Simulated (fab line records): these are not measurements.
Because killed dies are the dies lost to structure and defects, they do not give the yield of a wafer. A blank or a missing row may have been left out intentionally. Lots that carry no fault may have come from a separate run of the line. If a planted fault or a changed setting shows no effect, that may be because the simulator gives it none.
Which tool was responsible? -- flow sky130 -- 24 lots, 72 wafers sampled, at 5 steps of a route of 708

== WHAT EACH GAUGE READ, for each wafer ==
SKY_LOCAL_INTERCONNECT_RS_MEAS_01: measurement is done with a four-point probe. Usual: LOCAL_INTERCONNECT_TIN_RS gives 14.19 ohm/sq (standard deviation 0.14).
lot,measured,on,LOCAL_INTERCONNECT_TIN_RS (ohm/sq),flag
L074,day 29 13:17,film_metro-02,14.22 14.37 14.19,
L075,day 29 15:01,film_metro-03,14.13 14.20 14.13,
L076,day 29 17:56,film_metro-02,14.06 14.00 14.13,
L077,day 30 04:47,film_metro-03,14.17 14.29 14.24,
L078,day 30 11:26,film_metro-03,14.09 14.13 14.03,
L079,day 30 22:14,film_metro-03,14.32 14.20 14.18,
L080,day 31 01:47,film_metro-03,14.26 14.35 14.29,
L081,day 31 14:22,film_metro-03,14.44 14.26 14.15,
L082,day 31 23:23,film_metro-02,14.16 14.21 14.37,
L083,day 32 11:37,film_metro-01,14.49 14.59 14.44,
L084,day 32 12:22,film_metro-01,14.26 14.29 14.18,
L085,day 32 22:38,film_metro-03,14.39 14.27 14.52,
L086,day 33 05:46,film_metro-01,14.21 14.24 14.41,
L087,day 34 14:55,film_metro-02,14.02 14.18 14.07,
L088,day 34 15:29,film_metro-01,14.34 14.08 13.99,
L089,day 34 15:52,film_metro-03,14.13 14.22 14.24,
L090,day 34 16:47,film_metro-02,14.15 14.07 14.20,
L091,day 34 18:22,film_metro-02,14.11 14.04 13.95,
L092,day 34 20:05,film_metro-01,14.03 13.97 13.84,
L093,day 34 22:13,film_metro-01,14.15 14.19 14.31,
L094,day 35 09:17,film_metro-01,14.15 14.21 14.04,
L095,day 35 22:13,film_metro-01,14.13 14.06 14.16,
L096,day 36 10:16,film_metro-02,14.16 14.16 14.02,
L097,day 36 11:23,film_metro-03,14.21 14.27 14.19,

SKY_LOCAL_INTERCONNECT_THK_MEAS_02: measures by xrf. Usual: LOCAL_INTERCONNECT_TIN_THK gives 97.7 nm (standard deviation 1).
lot,measured,on,LOCAL_INTERCONNECT_TIN_THK (nm),flag
L074,day 29 13:23,film_metro-02,97.3 96.1 97.8,
L075,day 29 15:08,film_metro-03,98.1 97.5 98.1,
L076,day 29 18:02,film_metro-02,98.0 98.4 97.8,
L077,day 30 04:54,film_metro-03,97.8 97.1 97.8,
L078,day 30 11:34,film_metro-03,98.6 98.0 98.8,
L079,day 30 22:19,film_metro-03,97.0 97.7 97.2,
L080,day 31 01:55,film_metro-03,97.7 96.6 97.1,
L081,day 31 14:29,film_metro-03,95.9 97.0 97.5,
L082,day 31 23:31,film_metro-02,97.3 96.6 95.8,
L083,day 32 11:43,film_metro-01,96.3 95.3 96.3,
L084,day 32 12:28,film_metro-01,97.4 97.2 98.4,
L085,day 32 22:44,film_metro-03,96.2 97.5 95.5,
L086,day 33 05:52,film_metro-01,97.3 97.5 96.4,
L087,day 34 15:01,film_metro-02,98.8 98.2 98.4,
L088,day 34 15:37,film_metro-01,97.2 99.0 99.6,
L089,day 34 15:58,film_metro-03,98.0 96.7 97.1,
L090,day 34 16:55,film_metro-02,98.2 98.6 97.8,
L091,day 34 18:28,film_metro-02,98.3 98.9 99.0,
L092,day 34 20:13,film_metro-01,99.4 100.0 100.9,
L093,day 34 22:19,film_metro-01,98.5 98.3 97.5,
L094,day 35 09:25,film_metro-01,98.3 97.5 99.1,
L095,day 35 22:20,film_metro-01,98.1 98.6 98.2,
L096,day 36 10:22,film_metro-02,98.2 98.0 98.4,
L097,day 36 11:29,film_metro-03,97.4 97.5 98.1,

SKY_LOCAL_INTERCONNECT_OVL_MEAS_12. Usual: LOCAL_INTERCONNECT_OVL gives 0 nm (standard deviation 5.5).
lot,measured,on,LOCAL_INTERCONNECT_OVL (nm),flag
L074,day 30 17:50,overlay-01,-9 -6 -2,
L075,day 30 19:26,overlay-01,2 -2 0,
L076,day 30 22:02,overlay-02,-1 6 5,
L077,day 31 09:13,overlay-01,-2 -2 -3,
L078,day 31 15:24,overlay-01,1 2 4,
L079,day 32 01:30,overlay-01,0 -5 -4,
L080,day 32 05:35,overlay-01,9 19 10,
L081,day 32 17:18,overlay-02,-5 -11 -10,
L082,day 33 02:08,overlay-02,-2 -1 -2,
L083,day 33 15:22,overlay-02,-1 -8 -4,
L084,day 33 15:42,overlay-02,-7 -6 -1,
L085,day 34 02:46,overlay-02,-1 -3 3,
L086,day 34 07:50,overlay-01,9 10 7,
L087,day 35 17:23,overlay-02,5 -7 -4,
L088,day 35 17:44,overlay-01,1 5 0,
L089,day 35 17:55,overlay-02,9 6 3,
L090,day 35 19:12,overlay-02,5 9 8,
L091,day 35 20:47,overlay-02,3 7 -7,
L092,day 35 21:35,overlay-02,6 -1 -8,
L093,day 36 00:35,overlay-01,-8 -1 -2,
L094,day 36 11:20,overlay-01,-4 8 7,
L095,day 37 00:20,overlay-01,-7 3 -4,
L096,day 37 12:56,overlay-02,2 7 6,
L097,day 37 13:35,overlay-02,0 4 5,

SKY_CONTACT_THK_MEAS_03. Usual: CONTACT_HDPCVD_THK gives 562 nm (standard deviation 5.5).
lot,measured,on,CONTACT_HDPCVD_THK (nm),flag
L074,day 30 18:50,film_metro-01,567 561 560,
L075,day 30 20:20,film_metro-01,560 553 557,
L076,day 30 22:57,film_metro-02,561 565 561,
L077,day 31 10:33,film_metro-01,565 561 555,
L078,day 31 16:26,film_metro-01,569 565 560,
L079,day 32 02:28,film_metro-02,560 552 552,
L080,day 32 06:29,film_metro-01,563 571 559,
L081,day 32 18:15,film_metro-02,557 552 545,
L082,day 33 03:09,film_metro-01,567 569 574,
L083,day 33 16:28,film_metro-04,560 563 557,
L084,day 33 16:48,film_metro-04,563 565 563,
L085,day 34 03:41,film_metro-02,558 562 555,
L086,day 34 09:11,film_metro-02,567 562 561,
L087,day 35 18:43,film_metro-04,553 559 565,
L088,day 35 18:47,film_metro-02,572 565 566,
L089,day 35 19:23,film_metro-02,563 565 559,
L090,day 35 20:28,film_metro-04,564 567 567,
L091,day 35 21:49,film_metro-01,550 555 554,
L092,day 35 22:38,film_metro-01,564 555 565,
L093,day 36 01:32,film_metro-01,563 560 559,
L094,day 36 12:14,film_metro-04,573 561 567,
L095,day 37 01:15,film_metro-01,561 558 566,
L096,day 37 13:51,film_metro-01,552 559 555,
L097,day 37 14:31,film_metro-02,563 564 562,

== EACH LOT AND THE TOOL THAT RAN IT (in order: tool; ch and the chambers of the sampled wafers; start) ==
lot,SKY_SD_N_RTA_14
L074,"rtp_anneal-02 ch 0, day 28 06:21"
L075,"rtp_anneal-01 ch 0, day 28 09:26"
L076,"rtp_anneal-02 ch 0, day 28 12:57"
L077,"rtp_anneal-01 ch 0, day 28 21:38"
L078,"rtp_anneal-02 ch 0, day 29 04:25"
L079,"rtp_anneal-01 ch 0, day 29 13:58"
L080,"rtp_anneal-02 ch 0, day 29 18:55"
L081,"rtp_anneal-01 ch 0, day 30 07:44"
L082,"rtp_anneal-02 ch 0, day 30 17:43"
L083,"rtp_anneal-01 ch 0, day 31 05:55"
L084,"rtp_anneal-02 ch 0, day 31 07:06"
L085,"rtp_anneal-01 ch 0, day 31 17:26"
L086,"rtp_anneal-02 ch 0, day 32 00:17"
L087,"rtp_anneal-01 ch 0, day 33 09:20"
L088,"rtp_anneal-02 ch 0, day 33 09:52"
L089,"rtp_anneal-01 ch 0, day 33 10:08"
L090,"rtp_anneal-02 ch 0, day 33 11:19"
L091,"rtp_anneal-01 ch 0, day 33 12:47"
L092,"rtp_anneal-02 ch 0, day 33 15:10"
L093,"rtp_anneal-01 ch 0, day 33 17:20"
L094,"rtp_anneal-02 ch 0, day 34 04:35"
L095,"rtp_anneal-01 ch 0, day 34 18:05"
L096,"rtp_anneal-02 ch 0, day 35 05:57"
L097,"rtp_anneal-01 ch 0, day 35 07:32"
- SKY_SD_N_RTA_14: time 2 s.

== AS READ BY THE TOOLS THEMSELVES (means over the sampled wafers that have a number; for cases with no such wafer, the mark the record gives instead) ==
SKY_SD_N_RTA_14. Usual: lamp_power_pct 15.74 %, standard deviation 0.058; wafer_temp_C_max 1078.1, standard deviation 1.3.
lot,tool,lamp_power_pct (%),wafer_temp_C_max,flag
L074,rtp_anneal-02,15.72,1078.1,
L075,rtp_anneal-01,15.74,1076.7,
L076,rtp_anneal-02,15.75,1077.3,
L077,rtp_anneal-01,15.76,1077.7,
L078,rtp_anneal-02,15.75,1077.1,
L079,rtp_anneal-01,15.77,1078.7,
L080,rtp_anneal-02,15.75,1078.8,
L081,rtp_anneal-01,15.65,1079.6,
L082,rtp_anneal-02,15.69,1077.8,
L083,rtp_anneal-01,15.77,1078.6,
L084,rtp_anneal-02,15.78,1078.0,
L085,rtp_anneal-01,15.76,1079.2,
L086,rtp_anneal-02,15.75,1078.8,
L087,rtp_anneal-01,15.77,1077.8,
L088,rtp_anneal-02,15.74,1079.5,
L089,rtp_anneal-01,15.78,1078.1,
L090,rtp_anneal-02,15.71,1077.7,
L091,rtp_anneal-01,15.73,1078.2,
L092,rtp_anneal-02,15.78,1077.4,
L093,rtp_anneal-01,15.72,1079.0,
L094,rtp_anneal-02,15.73,1079.7,
L095,rtp_anneal-01,15.76,1078.2,
L096,rtp_anneal-02,15.75,1078.3,
L097,rtp_anneal-01,15.70,1078.5,

== THE ANSWER, worked out from the rows above alone ==
Rule: a lot is off if the mean of its wafers that have a number lies more than 3 standard deviations from the usual mean. Also off: a lot with no number at a reading for which 4 or more lots have one. The other lots that the step has rows for count as sound. The gauges are gone through in route order, then the tools' own readings, and for those a lot's mean is taken as printed above. The first step at which some lot is off is used, and at that step the reading that is off furthest; a lot without a number counts as furthest.
No lot is off on any of the readings shown, so nothing can be concluded from this.

== WHAT THE SIMULATOR HAD INSERTED ==
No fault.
